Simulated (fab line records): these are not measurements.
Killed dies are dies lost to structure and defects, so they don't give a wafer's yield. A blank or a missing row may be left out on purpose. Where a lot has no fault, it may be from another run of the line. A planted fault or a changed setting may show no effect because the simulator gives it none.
Struck lot and sound lot, side by side :: flow sfq_line :: 14 out of 325 route steps
Sound: these wafers, L611.2, L611.3, L611.4. Struck: wafers L614.3, L614.5, L614.6. The cause is given at the end.
At each step with rows: each side's tool, then ch and its chambers, then its first start. Under that, the readings that differ: sound wafers :: struck wafers :: difference of the means :: sigmas: that difference in standard deviations of wafers without a fault.
alike: readings whose means differ by less than 2 such deviations, and words and numbers that are the same on both sides. not compared: withheld readings, readings that some wafer has no value for, bounds like >300 that may hide the same value, and numbers for which the record gives no deviation and whose values overlap.
The two part at a step that has a row with sigmas, a row that says differs or no value, or rows on one side only. When numbers do not overlap yet have no deviation, they are printed without sigmas and do not part them. A reading that every wafer of one side lacks parts them only if that side has two wafers or more.

SFQ_TRILAYER_R5_ETCH_METAL_ETCH_139: etches the open film in Cl2, stops on SiO2, target depth 60 nm, time 40 s.
  sound on rie_metal-04 ch 0,1, day 61 15:11; struck on rie_metal-02 ch 0,1, day 63 12:56
reading: drypump_motor_current_A (A)
sound: 6.6 6.6 5.6
struck: 5.3 4.6 5.2
difference: -1.2
sigmas: -2
  alike: oes_product_au, rf_fwd_power_W
  not compared: rf_hours_counter_h
SFQ_TRILAYER_R5_STRIP_STRIP_140: strips in O2.
  sound on rie_metal-04 ch 0,1, day 61 15:15; struck on rie_metal-02 ch 0,1, day 63 13:10
  alike: drypump_motor_current_A, oes_product_au
  not compared: rf_hours_counter_h
then, 1 step without rows for these wafers: SFQ_TRILAYER_R5_STRIP_SOLV_CLEAN_141 (cleans in NMP, time 600 s).
SFQ_TRILAYER_A5C_DEP_PECVD_142: deposits SiO2 from SiH4/N2O, time 15.556 s, target thk 70 nm.
  sound on pecvd-04 ch 0,1,2, day 61 16:01; struck on pecvd-04 ch 0,1,2, day 63 13:45
  alike: heater_power_w, rf_fwd_power_W, throttle_valve_pct
then, 6 steps without rows for these wafers: SFQ_TRILAYER_I5_LITHO_COAT_149 (resist thk 62 nm); SFQ_TRILAYER_I5_LITHO_COAT_144 (resist thk 650 nm); SFQ_TRILAYER_I5_LITHO_SOFTBAKE_148; SFQ_TRILAYER_I5_LITHO_EXPOSE_145 (exposes mask I5, target cd 700 nm); SFQ_TRILAYER_I5_LITHO_PEB_147 (peb time 60 s); SFQ_TRILAYER_I5_LITHO_DEVELOP_146 (time 60 s).
-- the record jumps here: 6 days lie between the struck wafers' starts before and after --
SFQ_I5_OVL_MEAS_936:
  sound on overlay-02 at day 67 09:13; struck on overlay-01 at day 69 07:31
  alike: I5_OVL
SFQ_TRILAYER_I5_BARC_OPEN_VIA_ETCH_200: etches BARC in O2, target depth 125 nm, time 41.7 s.
  sound on rie_diel-04 ch 1,2,3, day 67 09:15; struck on rie_diel-04 ch 0,1,2, day 69 07:33
  alike: drypump_motor_current_A, oes_product_au, rf_fwd_power_W
  not compared: rf_hours_counter_h
SFQ_TRILAYER_I5_ETCH_VIA_ETCH_147: etches the open film in CHF3, stops on Nb, target depth 360 nm.
  sound on rie_diel-04 ch 1,2,3, day 67 09:17; struck on rie_diel-04 ch 0,1,2, day 69 07:35
reading: oes_product_au (a.u.)
sound: 0.996 0.990 0.988
struck: 0.956 0.950 0.963
difference: -0.035
sigmas: -5

reading: rf_fwd_power_W (W)
sound: 498.6 497.4 498.0
struck: 417.9 419.0 419.4
difference: -79.2
sigmas: -53

reading: model.etch.depth_nm (nm)
sound: 360 359.4 358.1
struck: 334.6 334.8 338.8
difference: -23.1
sigmas: 

reading: model.I5.feature_depth_nm (nm)
sound: 360 359.4 358.1
struck: 334.6 334.8 338.8
difference: -23.1
sigmas: 
  alike: drypump_motor_current_A
SFQ_TRILAYER_I5_STRIP_STRIP_148: strips in O2.
  sound on rie_metal-02 ch 0,1, day 67 09:26; struck on rie_metal-02 ch 0,1, day 69 07:56
  alike: drypump_motor_current_A, oes_product_au
  not compared: rf_hours_counter_h

WHERE THEY PART
First at SFQ_TRILAYER_R5_ETCH_METAL_ETCH_139; last, within this record, at SFQ_TRILAYER_I5_ETCH_VIA_ETCH_147. Later steps at which nothing parts them and some readings are alike: SFQ_TRILAYER_I5_STRIP_STRIP_148.

WHY: whatever the simulator had introduced
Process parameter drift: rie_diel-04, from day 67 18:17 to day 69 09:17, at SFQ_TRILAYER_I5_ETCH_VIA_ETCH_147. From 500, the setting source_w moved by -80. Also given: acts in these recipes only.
